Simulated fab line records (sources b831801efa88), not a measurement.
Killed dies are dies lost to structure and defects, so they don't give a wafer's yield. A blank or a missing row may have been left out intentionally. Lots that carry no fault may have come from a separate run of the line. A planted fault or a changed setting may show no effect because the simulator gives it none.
Which tool was responsible? || flow gf180mcu || 11 lots with 32 wafers sampled at 4 steps, on a route of 602 steps

WHAT THE GAUGES SHOWED, per wafer
GF_V2_BOW_MEAS_05. Usual: V2_BOW gives 100 um (standard deviation 8.8).
{"lot": "L237", "measured": "day 19 21:48", "on": "film metro-02", "V2_BOW (um)": "95 96 96", "flag": ""}
{"lot": "L239", "measured": "day 21 01:14", "on": "film metro-01", "V2_BOW (um)": "86 89 113", "flag": ""}
{"lot": "L244", "measured": "day 22 13:04", "on": "film metro-02", "V2_BOW (um)": "101 103", "flag": ""}
{"lot": "L252", "measured": "day 25 09:01", "on": "film metro-01", "V2_BOW (um)": "110 104 109", "flag": ""}
{"lot": "L253", "measured": "day 25 13:11", "on": "film metro-03", "V2_BOW (um)": "90 92 99", "flag": ""}
{"lot": "L254", "measured": "day 25 19:52", "on": "film metro-01", "V2_BOW (um)": "104 114 113", "flag": ""}
{"lot": "L255", "measured": "day 26 03:07", "on": "film metro-01", "V2_BOW (um)": "91 89 81", "flag": ""}
{"lot": "L256", "measured": "day 26 06:59", "on": "film metro-02", "V2_BOW (um)": "93 104 93", "flag": ""}
{"lot": "L258", "measured": "day 27 03:05", "on": "film metro-03", "V2_BOW (um)": "103 93 88", "flag": ""}
{"lot": "L259", "measured": "day 27 07:15", "on": "film metro-01", "V2_BOW (um)": "124 108 102", "flag": ""}
{"lot": "L260", "measured": "day 27 10:50", "on": "film metro-01", "V2_BOW (um)": "99 105 110", "flag": ""}

WHICH TOOL RAN EACH LOT (tool, then ch and the chambers of the sampled wafers, then the start)
{"lot": "L237", "GF_M2_SPUTTER_04": "pvd sputter-01, day 18 19:25", "GF_M2_METAL_ETCH_16": "rie metal-04 ch 0,1, day 19 20:33", "GF_M2_STRIP_17": "plasma asher-01 ch 0,1, day 19 20:40"}
{"lot": "L239", "GF_M2_SPUTTER_04": "pvd sputter-01, day 19 23:11", "GF_M2_METAL_ETCH_16": "rie metal-01 ch 0,1, day 20 23:59", "GF_M2_STRIP_17": "plasma asher-04 ch 0,1, day 21 00:07"}
{"lot": "L244", "GF_M2_SPUTTER_04": "pvd sputter-02, day 21 11:56", "GF_M2_METAL_ETCH_16": "rie metal-01 ch 0,1, day 22 11:50", "GF_M2_STRIP_17": "plasma asher-02 ch 0,1, day 22 11:57"}
{"lot": "L252", "GF_M2_SPUTTER_04": "pvd sputter-02, day 24 09:17", "GF_M2_METAL_ETCH_16": "rie metal-01 ch 1, day 25 07:37", "GF_M2_STRIP_17": "plasma asher-02 ch 0,1, day 25 07:49"}
{"lot": "L253", "GF_M2_SPUTTER_04": "pvd sputter-03, day 24 14:11", "GF_M2_METAL_ETCH_16": "rie metal-01 ch 1, day 25 11:50", "GF_M2_STRIP_17": "plasma asher-04 ch 0,1, day 25 12:02"}
{"lot": "L254", "GF_M2_SPUTTER_04": "pvd sputter-02, day 24 21:53", "GF_M2_METAL_ETCH_16": "rie metal-03 ch 0,1, day 25 18:38", "GF_M2_STRIP_17": "plasma asher-04 ch 0,1, day 25 18:46"}
{"lot": "L255", "GF_M2_SPUTTER_04": "pvd sputter-03, day 25 04:03", "GF_M2_METAL_ETCH_16": "rie metal-03 ch 0,1, day 26 01:53", "GF_M2_STRIP_17": "plasma asher-04 ch 0,1, day 26 02:01"}
{"lot": "L256", "GF_M2_SPUTTER_04": "pvd sputter-03, day 25 08:30", "GF_M2_METAL_ETCH_16": "rie metal-01 ch 1, day 26 05:43", "GF_M2_STRIP_17": "plasma asher-02 ch 0,1, day 26 05:50"}
{"lot": "L258", "GF_M2_SPUTTER_04": "pvd sputter-01, day 26 04:28", "GF_M2_METAL_ETCH_16": "rie metal-01 ch 0,1, day 27 01:50", "GF_M2_STRIP_17": "plasma asher-01 ch 0,1, day 27 01:57"}
{"lot": "L259", "GF_M2_SPUTTER_04": "pvd sputter-02, day 26 08:44", "GF_M2_METAL_ETCH_16": "rie metal-04 ch 0,1, day 27 05:59", "GF_M2_STRIP_17": "plasma asher-01 ch 0,1, day 27 06:07"}
{"lot": "L260", "GF_M2_SPUTTER_04": "pvd sputter-03, day 26 12:35", "GF_M2_METAL_ETCH_16": "rie metal-01 ch 0,1, day 27 09:32", "GF_M2_STRIP_17": "plasma asher-01 ch 0,1, day 27 09:40"}
- GF_M2_SPUTTER_04: material TiN, target thk 50 nm, time 41.7 s.
- GF_M2_METAL_ETCH_16: etches the open film in Cl2/BCl3, stops on SiO2, target depth 750.8 nm, time 125.1 s.
- GF_M2_STRIP_17: strips in O2/N2.

WHAT THE TOOLS THEMSELVES READ (means of the sampled wafers that have a number; where no wafer has one, the mark that the record gives instead)
GF_M2_SPUTTER_04. Usual: 30.4 % for throttle valve pct, sd 1.
{"lot": "L237", "tool": "pvd sputter-01", "throttle valve pct (%)": 30.3, "flag": ""}
{"lot": "L239", "tool": "pvd sputter-01", "throttle valve pct (%)": 30.8, "flag": ""}
{"lot": "L244", "tool": "pvd sputter-02", "throttle valve pct (%)": 30.2, "flag": ""}
{"lot": "L252", "tool": "pvd sputter-02", "throttle valve pct (%)": 29.9, "flag": ""}
{"lot": "L253", "tool": "pvd sputter-03", "throttle valve pct (%)": 31.2, "flag": ""}
{"lot": "L254", "tool": "pvd sputter-02", "throttle valve pct (%)": 30.2, "flag": ""}
{"lot": "L255", "tool": "pvd sputter-03", "throttle valve pct (%)": 30.6, "flag": ""}
{"lot": "L256", "tool": "pvd sputter-03", "throttle valve pct (%)": 31.3, "flag": ""}
{"lot": "L258", "tool": "pvd sputter-01", "throttle valve pct (%)": 30.7, "flag": ""}
{"lot": "L259", "tool": "pvd sputter-02", "throttle valve pct (%)": 29.3, "flag": ""}
{"lot": "L260", "tool": "pvd sputter-03", "throttle valve pct (%)": 31.0, "flag": ""}

GF_M2_METAL_ETCH_16. Usual: bcl3 flow sccm 40.00 sccm, standard deviation 0.12; bias w 140.2 W, standard deviation 0.44; drypump motor current A 5.7 A, standard deviation 0.49; oes product au 0.990 a.u., standard deviation 0.005; run length s 153.2 s, standard deviation 0.51; throttle valve pct 28.228 %, standard deviation 0.0095.
{"lot": "L237", "tool": "rie metal-04", "bcl3 flow sccm (sccm)": 39.93, "bias w (W)": 140.2, "drypump motor current A (A)": 5.6, "oes product au (a.u.)": 0.991, "run length s (s)": 153.0, "throttle valve pct (%)": 28.239, "flag": ""}
{"lot": "L239", "tool": "rie metal-01", "bcl3 flow sccm (sccm)": 40.01, "bias w (W)": 139.9, "drypump motor current A (A)": 5.6, "oes product au (a.u.)": 0.988, "run length s (s)": 153.7, "throttle valve pct (%)": 28.227, "flag": ""}
{"lot": "L244", "tool": "rie metal-01", "bcl3 flow sccm (sccm)": 40.00, "bias w (W)": 139.8, "drypump motor current A (A)": 5.7, "oes product au (a.u.)": 0.944, "run length s (s)": 164.9, "throttle valve pct (%)": 28.279, "flag": "OFF"}
{"lot": "L252", "tool": "rie metal-01", "bcl3 flow sccm (sccm)": 39.86, "bias w (W)": 140.3, "drypump motor current A (A)": 5.2, "oes product au (a.u.)": 0.987, "run length s (s)": 153.9, "throttle valve pct (%)": 28.226, "flag": ""}
{"lot": "L253", "tool": "rie metal-01", "bcl3 flow sccm (sccm)": 40.01, "bias w (W)": 140.3, "drypump motor current A (A)": 5.3, "oes product au (a.u.)": 0.994, "run length s (s)": 153.8, "throttle valve pct (%)": 28.216, "flag": ""}
{"lot": "L254", "tool": "rie metal-03", "bcl3 flow sccm (sccm)": 39.99, "bias w (W)": 140.6, "drypump motor current A (A)": 5.6, "oes product au (a.u.)": 0.991, "run length s (s)": 152.7, "throttle valve pct (%)": 28.231, "flag": ""}
{"lot": "L255", "tool": "rie metal-03", "bcl3 flow sccm (sccm)": 39.99, "bias w (W)": 140.3, "drypump motor current A (A)": 5.6, "oes product au (a.u.)": 0.995, "run length s (s)": 153.1, "throttle valve pct (%)": 28.219, "flag": ""}
{"lot": "L256", "tool": "rie metal-01", "bcl3 flow sccm (sccm)": 40.03, "bias w (W)": 139.7, "drypump motor current A (A)": 5.2, "oes product au (a.u.)": 0.989, "run length s (s)": 154.1, "throttle valve pct (%)": 28.229, "flag": ""}
{"lot": "L258", "tool": "rie metal-01", "bcl3 flow sccm (sccm)": 40.02, "bias w (W)": 140.5, "drypump motor current A (A)": 5.6, "oes product au (a.u.)": 0.982, "run length s (s)": 153.8, "throttle valve pct (%)": 28.230, "flag": ""}
{"lot": "L259", "tool": "rie metal-04", "bcl3 flow sccm (sccm)": 40.01, "bias w (W)": 140.6, "drypump motor current A (A)": 5.6, "oes product au (a.u.)": 0.983, "run length s (s)": 152.8, "throttle valve pct (%)": 28.239, "flag": ""}
{"lot": "L260", "tool": "rie metal-01", "bcl3 flow sccm (sccm)": 40.05, "bias w (W)": 140.5, "drypump motor current A (A)": 5.8, "oes product au (a.u.)": 0.985, "run length s (s)": 153.6, "throttle valve pct (%)": 28.232, "flag": ""}

GF_M2_STRIP_17. Usual: drypump motor current A 5.7 A, standard deviation 0.48; heater power w 337 W, standard deviation 58; o2 flow sccm 3000 sccm, standard deviation 8; oes product au 0.537 a.u., standard deviation 0.0048; strip time to endpoint s 7.38 s, standard deviation 0.042.
{"lot": "L237", "tool": "plasma asher-01", "drypump motor current A (A)": 5.2, "heater power w (W)": 336, "o2 flow sccm (sccm)": 2997, "oes product au (a.u.)": 0.540, "strip time to endpoint s (s)": 7.42, "flag": ""}
{"lot": "L239", "tool": "plasma asher-04", "drypump motor current A (A)": 5.9, "heater power w (W)": 291, "o2 flow sccm (sccm)": 3003, "oes product au (a.u.)": 0.535, "strip time to endpoint s (s)": 7.37, "flag": ""}
{"lot": "L244", "tool": "plasma asher-02", "drypump motor current A (A)": 6.3, "heater power w (W)": 375, "o2 flow sccm (sccm)": 2992, "oes product au (a.u.)": 0.528, "strip time to endpoint s (s)": 7.12, "flag": "OFF"}
{"lot": "L252", "tool": "plasma asher-02", "drypump motor current A (A)": 6.3, "heater power w (W)": 366, "o2 flow sccm (sccm)": 2996, "oes product au (a.u.)": 0.536, "strip time to endpoint s (s)": 7.39, "flag": ""}
{"lot": "L253", "tool": "plasma asher-04", "drypump motor current A (A)": 5.8, "heater power w (W)": 313, "o2 flow sccm (sccm)": 3002, "oes product au (a.u.)": 0.532, "strip time to endpoint s (s)": 7.31, "flag": ""}
{"lot": "L254", "tool": "plasma asher-04", "drypump motor current A (A)": 5.9, "heater power w (W)": 292, "o2 flow sccm (sccm)": 3008, "oes product au (a.u.)": 0.539, "strip time to endpoint s (s)": 7.41, "flag": ""}
{"lot": "L255", "tool": "plasma asher-04", "drypump motor current A (A)": 5.9, "heater power w (W)": 291, "o2 flow sccm (sccm)": 3000, "oes product au (a.u.)": 0.534, "strip time to endpoint s (s)": 7.36, "flag": ""}
{"lot": "L256", "tool": "plasma asher-02", "drypump motor current A (A)": 6.2, "heater power w (W)": 362, "o2 flow sccm (sccm)": 3000, "oes product au (a.u.)": 0.538, "strip time to endpoint s (s)": 7.31, "flag": ""}
{"lot": "L258", "tool": "plasma asher-01", "drypump motor current A (A)": 5.2, "heater power w (W)": 333, "o2 flow sccm (sccm)": 3000, "oes product au (a.u.)": 0.537, "strip time to endpoint s (s)": 7.38, "flag": ""}
{"lot": "L259", "tool": "plasma asher-01", "drypump motor current A (A)": 5.2, "heater power w (W)": 328, "o2 flow sccm (sccm)": 3000, "oes product au (a.u.)": 0.536, "strip time to endpoint s (s)": 7.43, "flag": ""}
{"lot": "L260", "tool": "plasma asher-01", "drypump motor current A (A)": 5.5, "heater power w (W)": 379, "o2 flow sccm (sccm)": 3007, "oes product au (a.u.)": 0.545, "strip time to endpoint s (s)": 7.41, "flag": ""}

THE ANSWER, worked out from the rows above alone
Rule: take the mean of a lot's wafers that have a number; if it is more than 3 standard deviations from the usual mean, the lot is off. A lot without any number at a reading at which 4 lots or more have one is off too. Any other lot the step has rows for is counted as sound. After the gauges, taken in route order, come the tools' own readings; for these a lot's mean is taken, as printed above. At the first step where some lot is off, the reading lying furthest off is the one used; lots without a number count as furthest.
Off, at GF_M2_METAL_ETCH_16 on run length s: L244.
A tool fits if, at that step or a process step before it, it ran every lot that is off, and no sound lot after the first of them. Not one of the candidates tried fits.

WHAT HAD BEEN PUT IN BY THE SIMULATOR
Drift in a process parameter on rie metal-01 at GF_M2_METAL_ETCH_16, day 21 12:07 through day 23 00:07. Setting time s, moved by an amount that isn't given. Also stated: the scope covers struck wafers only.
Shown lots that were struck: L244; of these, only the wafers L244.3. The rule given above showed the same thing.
